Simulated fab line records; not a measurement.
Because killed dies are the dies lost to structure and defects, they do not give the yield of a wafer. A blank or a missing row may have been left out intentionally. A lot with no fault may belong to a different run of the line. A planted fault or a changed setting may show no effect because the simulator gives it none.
Which tool did it? :: flow gf180mcu :: 12 lots with 36 wafers sampled at 5 steps, on a route of 602 steps

## WHAT THE GAUGES READ, wafer by wafer
GF_PSD_RS_MEAS_14: measurement is done with a four-point probe.
lot: L444
measured: day 14 16:47
on: filmMetro-03
NSD_RS (ohm/sq): 46.23 46.15 46.17

lot: L445
measured: day 15 05:05
on: filmMetro-04
NSD_RS (ohm/sq): 46.12 46.12 46.16

lot: L447
measured: day 15 16:58
on: filmMetro-04
NSD_RS (ohm/sq): 46.09 46.10 46.11

lot: L448
measured: day 15 23:24
on: filmMetro-02
NSD_RS (ohm/sq): 46.01 45.95 46.04

lot: L449
measured: day 16 09:55
on: filmMetro-02
NSD_RS (ohm/sq): 46.03 45.97 46.00

lot: L451
measured: day 17 07:55
on: filmMetro-04
NSD_RS (ohm/sq): 46.21 46.08 46.13

lot: L452
measured: day 17 15:21
on: filmMetro-02
NSD_RS (ohm/sq): 46.04 46.14 46.08

lot: L453
measured: day 17 19:04
on: filmMetro-02
NSD_RS (ohm/sq): 46.13 46.36 46.20

lot: L455
measured: day 18 16:06
on: filmMetro-03
NSD_RS (ohm/sq): 46.08 45.99 46.08

lot: L462
measured: day 21 08:40
on: filmMetro-03
NSD_RS (ohm/sq): 43.94 44.03 43.99

lot: L464
measured: day 21 13:03
on: filmMetro-04
NSD_RS (ohm/sq): 43.93 43.93 43.95

lot: L463
measured: day 21 17:00
on: filmMetro-03
NSD_RS (ohm/sq): 43.95 44.06 43.97

GF_PSD_RS_MEAS_15: measurement is done with a four-point probe.
lot: L444
measured: day 14 16:54
on: filmMetro-03
PSD_RS (ohm/sq): 108.61 108.71 108.80

lot: L445
measured: day 15 05:12
on: filmMetro-04
PSD_RS (ohm/sq): 108.56 108.47 108.35

lot: L447
measured: day 15 17:05
on: filmMetro-04
PSD_RS (ohm/sq): 108.64 108.70 108.88

lot: L448
measured: day 15 23:31
on: filmMetro-02
PSD_RS (ohm/sq): 108.65 108.38 108.51

lot: L449
measured: day 16 10:02
on: filmMetro-02
PSD_RS (ohm/sq): 108.31 107.77 108.67

lot: L451
measured: day 17 08:02
on: filmMetro-04
PSD_RS (ohm/sq): 108.68 108.64 108.33

lot: L452
measured: day 17 15:28
on: filmMetro-02
PSD_RS (ohm/sq): 108.68 108.66 108.80

lot: L453
measured: day 17 19:11
on: filmMetro-02
PSD_RS (ohm/sq): 108.63 108.72 108.77

lot: L455
measured: day 18 16:13
on: filmMetro-03
PSD_RS (ohm/sq): 108.40 108.64 108.58

lot: L462
measured: day 21 08:47
on: filmMetro-03
PSD_RS (ohm/sq): 103.79 103.87 104.14

lot: L464
measured: day 21 13:10
on: filmMetro-04
PSD_RS (ohm/sq): 103.74 104.02 103.87

lot: L463
measured: day 21 17:07
on: filmMetro-03
PSD_RS (ohm/sq): 103.80 103.92 103.87

GF_SAB_CD_MEAS_09: the cd target is 420 nm.
lot: L444
measured: day 15 15:08
on: cdSem-01
cdNm (nm): 420.5 422.8 421.2

lot: L445
measured: day 16 02:25
on: cdSem-02
cdNm (nm): 420.0 421.8 422.1

lot: L447
measured: day 16 15:49
on: cdSem-02
cdNm (nm): 420.0 420.7 418.8

lot: L448
measured: day 16 22:30
on: cdSem-01
cdNm (nm): 420.9 422.7 419.4

lot: L449
measured: day 17 09:22
on: cdSem-01
cdNm (nm): 419.2 419.7 420.0

lot: L451
measured: day 18 07:10
on: cdSem-01
cdNm (nm): 421.5 422.4 423.7

lot: L452
measured: day 18 14:49
on: cdSem-01
cdNm (nm): 416.1 417.8 415.8

lot: L453
measured: day 18 19:06
on: cdSem-02
cdNm (nm): 420.2 419.9 418.1

lot: L455
measured: day 19 16:12
on: cdSem-02
cdNm (nm): 424.5 425.7 423.4

lot: L462
measured: day 22 08:43
on: cdSem-02
cdNm (nm): 415.8 417.7 416.1

lot: L464
measured: day 22 12:33
on: cdSem-01
cdNm (nm): 421.5 420.5 423.0

lot: L463
measured: day 22 16:02
on: cdSem-01
cdNm (nm): 419.6 419.1 418.8

## WHICH TOOL RAN EACH LOT (tool, then ch and the chambers of the sampled wafers, then the start)
lot: L444
GF_HV_LDD_STRIP_37: plasmaAsher-03 ch 0, day 12 00:22
GF_PSD_RTA_13: rtpAnneal-02 ch 0, day 14 16:41

lot: L445
GF_HV_LDD_STRIP_37: plasmaAsher-01 ch 1, day 12 10:28
GF_PSD_RTA_13: rtpAnneal-01 ch 0, day 15 04:59

lot: L447
GF_HV_LDD_STRIP_37: plasmaAsher-01 ch 0,1, day 12 23:19
GF_PSD_RTA_13: rtpAnneal-02 ch 0, day 15 16:52

lot: L448
GF_HV_LDD_STRIP_37: plasmaAsher-03 ch 0,1, day 13 04:20
GF_PSD_RTA_13: rtpAnneal-01 ch 0, day 15 23:18

lot: L449
GF_HV_LDD_STRIP_37: plasmaAsher-01 ch 0,1, day 13 12:39
GF_PSD_RTA_13: rtpAnneal-01 ch 0, day 16 09:49

lot: L451
GF_HV_LDD_STRIP_37: plasmaAsher-03 ch 0,1, day 14 08:48
GF_PSD_RTA_13: rtpAnneal-02 ch 0, day 17 07:50

lot: L452
GF_HV_LDD_STRIP_37: plasmaAsher-01 ch 0,1, day 14 15:57
GF_PSD_RTA_13: rtpAnneal-01 ch 0, day 17 15:13

lot: L453
GF_HV_LDD_STRIP_37: plasmaAsher-02 ch 0, day 14 20:52
GF_PSD_RTA_13: rtpAnneal-02 ch 0, day 17 18:59

lot: L455
GF_HV_LDD_STRIP_37: plasmaAsher-03 ch 0,1, day 15 16:07
GF_PSD_RTA_13: rtpAnneal-01 ch 0, day 18 16:01

lot: L462
GF_HV_LDD_STRIP_37: plasmaAsher-03 ch 0,1, day 18 03:28
GF_PSD_RTA_13: rtpAnneal-02 ch 0, day 21 08:34

lot: L464
GF_HV_LDD_STRIP_37: plasmaAsher-02 ch 0,1, day 18 08:09
GF_PSD_RTA_13: rtpAnneal-02 ch 0, day 21 12:58

lot: L463
GF_HV_LDD_STRIP_37: plasmaAsher-01 ch 0,1, day 18 11:55
GF_PSD_RTA_13: rtpAnneal-02 ch 0, day 21 16:55
- GF_HV_LDD_STRIP_37: strips in O2/N2.
- GF_PSD_RTA_13: time 20 s.

## AS READ BY THE TOOLS THEMSELVES (means over the sampled wafers that have a number; for cases with no such wafer, the mark the record gives instead)
GF_HV_LDD_STRIP_37.
lot: L444
tool: plasmaAsher-03
drypumpMotorCurrentA (A): 5.6
heaterPowerW (W): 346
oesProductAu (a.u.): 0.717
stripTimeToEndpointS (s): 12.63

lot: L445
tool: plasmaAsher-01
drypumpMotorCurrentA (A): 5.4
heaterPowerW (W): 309
oesProductAu (a.u.): 0.713
stripTimeToEndpointS (s): 12.60

lot: L447
tool: plasmaAsher-01
drypumpMotorCurrentA (A): 5.2
heaterPowerW (W): 304
oesProductAu (a.u.): 0.712
stripTimeToEndpointS (s): 12.60

lot: L448
tool: plasmaAsher-03
drypumpMotorCurrentA (A): 5.6
heaterPowerW (W): 358
oesProductAu (a.u.): 0.714
stripTimeToEndpointS (s): 12.63

lot: L449
tool: plasmaAsher-01
drypumpMotorCurrentA (A): 5.2
heaterPowerW (W): 307
oesProductAu (a.u.): 0.713
stripTimeToEndpointS (s): 12.59

lot: L451
tool: plasmaAsher-03
drypumpMotorCurrentA (A): 5.6
heaterPowerW (W): 358
oesProductAu (a.u.): 0.714
stripTimeToEndpointS (s): 12.67

lot: L452
tool: plasmaAsher-01
drypumpMotorCurrentA (A): 5.1
heaterPowerW (W): 304
oesProductAu (a.u.): 0.718
stripTimeToEndpointS (s): 12.62

lot: L453
tool: plasmaAsher-02
drypumpMotorCurrentA (A): 6.0
heaterPowerW (W): 329
oesProductAu (a.u.): 0.715
stripTimeToEndpointS (s): 12.60

lot: L455
tool: plasmaAsher-03
drypumpMotorCurrentA (A): 5.6
heaterPowerW (W): 354
oesProductAu (a.u.): 0.715
stripTimeToEndpointS (s): 12.60

lot: L462
tool: plasmaAsher-03
drypumpMotorCurrentA (A): 5.6
heaterPowerW (W): 358
oesProductAu (a.u.): 0.715
stripTimeToEndpointS (s): 12.65

lot: L464
tool: plasmaAsher-02
drypumpMotorCurrentA (A): 6.0
heaterPowerW (W): 370
oesProductAu (a.u.): 0.713
stripTimeToEndpointS (s): 12.59

lot: L463
tool: plasmaAsher-01
drypumpMotorCurrentA (A): 5.1
heaterPowerW (W): 305
oesProductAu (a.u.): 0.717
stripTimeToEndpointS (s): 12.61

GF_PSD_RTA_13.
lot: L444
tool: rtpAnneal-02
lampPowerPct (%): 37.1
runLengthS (s): 48.4
wafer_temp_C_max: 1034.3

lot: L445
tool: rtpAnneal-01
lampPowerPct (%): 34.5
runLengthS (s): 49.3
wafer_temp_C_max: 1028.8

lot: L447
tool: rtpAnneal-02
lampPowerPct (%): 37.1
runLengthS (s): 48.5
wafer_temp_C_max: 1033.9

lot: L448
tool: rtpAnneal-01
lampPowerPct (%): 34.5
runLengthS (s): 49.3
wafer_temp_C_max: 1028.8

lot: L449
tool: rtpAnneal-01
lampPowerPct (%): 34.5
runLengthS (s): 49.2
wafer_temp_C_max: 1029.1

lot: L451
tool: rtpAnneal-02
lampPowerPct (%): 37.1
runLengthS (s): 48.5
wafer_temp_C_max: 1036.6

lot: L452
tool: rtpAnneal-01
lampPowerPct (%): 34.4
runLengthS (s): 51.6
wafer_temp_C_max: 1029.6

lot: L453
tool: rtpAnneal-02
lampPowerPct (%): 37.1
runLengthS (s): 48.4
wafer_temp_C_max: 1034.3

lot: L455
tool: rtpAnneal-01
lampPowerPct (%): 34.5
runLengthS (s): 49.1
wafer_temp_C_max: 1028.7

lot: L462
tool: rtpAnneal-02
lampPowerPct (%): 37.1
runLengthS (s): 58.2
wafer_temp_C_max: 1035.4

lot: L464
tool: rtpAnneal-02
lampPowerPct (%): 37.2
runLengthS (s): 58.4
wafer_temp_C_max: 1033.1

lot: L463
tool: rtpAnneal-02
lampPowerPct (%): 37.1
runLengthS (s): 58.4
wafer_temp_C_max: 1033.2

## THE ANSWER, worked out from the rows above alone
Rule: the usual values come from the lots themselves. The widest of any qualifying gaps counts: lots, ordered by their means at a reading, are off when they make up no more than a third of the lots, leave a main group of 4 or more, and stand apart from it by 3 or more times the standard deviation of that group's means. A main group is skipped when, at the precision printed for the reading in the tables above, its means are all equal. A lot without any number at a reading at which 4 lots or more have one is off too. Where the step has rows for the other lots, those lots are counted as sound. The gauges are gone through in route order, then the tools' own readings, and for those a lot's mean is taken as printed above. At the first step where some lot is off, the reading lying furthest off is the one used; lots without a number count as furthest.
Off: L462, L464, L463, at GF_PSD_RS_MEAS_14 (NSD_RS). Mean 46.10 ohm/sq and standard deviation 0.074 in the main group.
A tool fits if, at a process step before that reading, it ran every lot that is off, and no sound lot after the first of them. The gauges at GF_PSD_RS_MEAS_14 aren't tried: what is off there is off at GF_PSD_RTA_13 too, on other tools, and a gauge's error can't cause that. One fits: rtpAnneal-02 at GF_PSD_RTA_13. A fault onset in the window from L453 (day 17 18:59, its last sound lot) to L462 (day 21 08:34, its first lot off) fits.
On the lots that are off, the tool's own readings at GF_PSD_RTA_13 differ by more than 5 times the standard deviation of the sound lots' means, which bears it out; runLengthS reads 58.3 s there versus 49.1 s on the sound lots.

## WHAT THE SIMULATOR HAD INSERTED
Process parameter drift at GF_PSD_RTA_13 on rtpAnneal-02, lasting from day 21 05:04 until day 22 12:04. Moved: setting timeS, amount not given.
Lots struck among those shown: L462, L464, L463. The same result came from the rule above.
